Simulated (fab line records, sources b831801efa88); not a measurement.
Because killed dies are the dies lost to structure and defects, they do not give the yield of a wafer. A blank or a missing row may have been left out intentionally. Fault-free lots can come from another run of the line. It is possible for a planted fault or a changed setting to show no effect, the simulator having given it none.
A lot that was struck, set against a sound lot / flow sky130 / 14 steps out of a route of 708
Sound: these wafers, L859.2, L859.4, L859.5. The struck wafers were L851.2, L851.3, L851.6. The cause is given at the end.
At each step with rows: each side's tool, then ch and its chambers, then its first start. Under that, the readings that differ: sound wafers / struck wafers / difference of the means / sigmas: that difference in standard deviations of wafers without a fault.
alike: words and numbers the same on both sides, and readings whose means are apart by under 2 such deviations; not compared: readings that were withheld, readings missing a value for some wafer, numbers with overlapping values and no deviation given by the record, and bounds like >300 which may hide the same value.
A row with sigmas, a row that says differs or no value, or rows on one side alone: a step with any of these is where the two part. When numbers do not overlap yet have no deviation, they are printed without sigmas and do not part them. Lack of a reading on every wafer of one side parts them only where that side has two or more wafers.

SKY_FIELD_ISO_ETCH_14: etches BARC in N2/H2, stops on SiO2, time 45.9 s, target depth 60 nm.
  sound on rie diel-04 ch 1,2,3, day 6 02:07; struck on rie diel-02 ch 0,2, day 4 10:43
  alike: bias w, drypump motor current A, oes product au, throttle valve pct
  not compared: rf hours counter h
SKY_FIELD_ISO_ETCH_15: etches the open film in CHF3/O2, stops on Si, target depth 180 nm, time 72 s.
  sound on rie diel-04 ch 1,2,3, day 6 02:10; struck on rie diel-02 ch 0,2, day 4 10:45
  alike: bias w, drypump motor current A, oes product au, throttle valve pct
  not compared: rf hours counter h
SKY_FIELD_ISO_STRIP_16: strips in O2/N2.
  sound on plasma asher-01 ch 0,1, day 6 02:13; struck on plasma asher-02 ch 0,1, day 4 10:49
  alike: drypump motor current A, oes product au, strip time to endpoint s
  not compared: rf hours counter h
SKY_FIELD_ISO_ETCH_17: etches Si in HBr/Cl2/O2, target depth 342 nm, time 97.7 s.
  sound on rie si-02 ch 0,1,3, day 6 02:19; struck on rie si-01 ch 0,1,2, day 4 10:55
  alike: bias w, drypump motor current A, oes product au, throttle valve pct
  not compared: rf hours counter h
then, 5 steps without rows for these wafers: SKY_FIELD_ISO_WET_ETCH_18 (etches Si3N4 in H3PO4, target depth 25 nm, time 286 s); SKY_FIELD_ISO_CLEAN_19 (cleans in SC1/SC2, time 150 s); SKY_FIELD_ISO_CLEAN_20 (cleans in dHF, time 20 s); SKY_FIELD_ISO_WET_ETCH_21 (etches SiO2 in dHF, target depth 20 nm, time 400 s); SKY_FIELD_ISO_OXIDATION_22 (stabilise 600 s, purge 300 s, target thk 10 nm).
SKY_FIELD_ISO_THK_MEAS_23:
  sound on film metro-01, day 6 10:32; struck on film metro-04, day 4 12:26
  alike: FIELD_ISO_OXIDATION_01_THK
then, 1 step without rows for these wafers: SKY_FIELD_ISO_CVD_24 (deposits SiO2, target thk 595 nm, time 99.2 s).
SKY_FIELD_ISO_THK_MEAS_25:
  sound on film metro-03, day 6 10:40; struck on film metro-01, day 4 12:34
  alike: FIELD_ISO_CVD_24_THK
SKY_FIELD_ISO_ANNEAL_26: time 1800 s.
  sound on furnace-01 ch 0, day 6 14:14; struck on furnace-01, day 4 12:37
  no value came back on the struck wafers for spike tc bottom C (C), spike tc centre C (C), spike tc lower C (C); on the sound wafers spike tc bottom C (C) reads 1021.2 1022.4 1021.4
SKY_FIELD_ISO_CMP_27: polishes, stops on Si3N4, t overpolish 16 s, target thk 457.8 nm.
  sound on cmp-02 ch 0,1,2, day 6 16:04; struck on cmp-02 ch 1,2, day 4 14:10
reading=time to endpoint s (s); sound=110 113 106; struck=121 118 120; difference=+10; sigmas=+2
  alike: motor current A, overpolish run s, retaining ring pressure frac, slurry filter dp kPa, slurry flow ml min

WHERE THEY PART
At SKY_FIELD_ISO_ANNEAL_26 first; at SKY_FIELD_ISO_CMP_27 last (within this record only).

WHY: whatever the simulator had introduced
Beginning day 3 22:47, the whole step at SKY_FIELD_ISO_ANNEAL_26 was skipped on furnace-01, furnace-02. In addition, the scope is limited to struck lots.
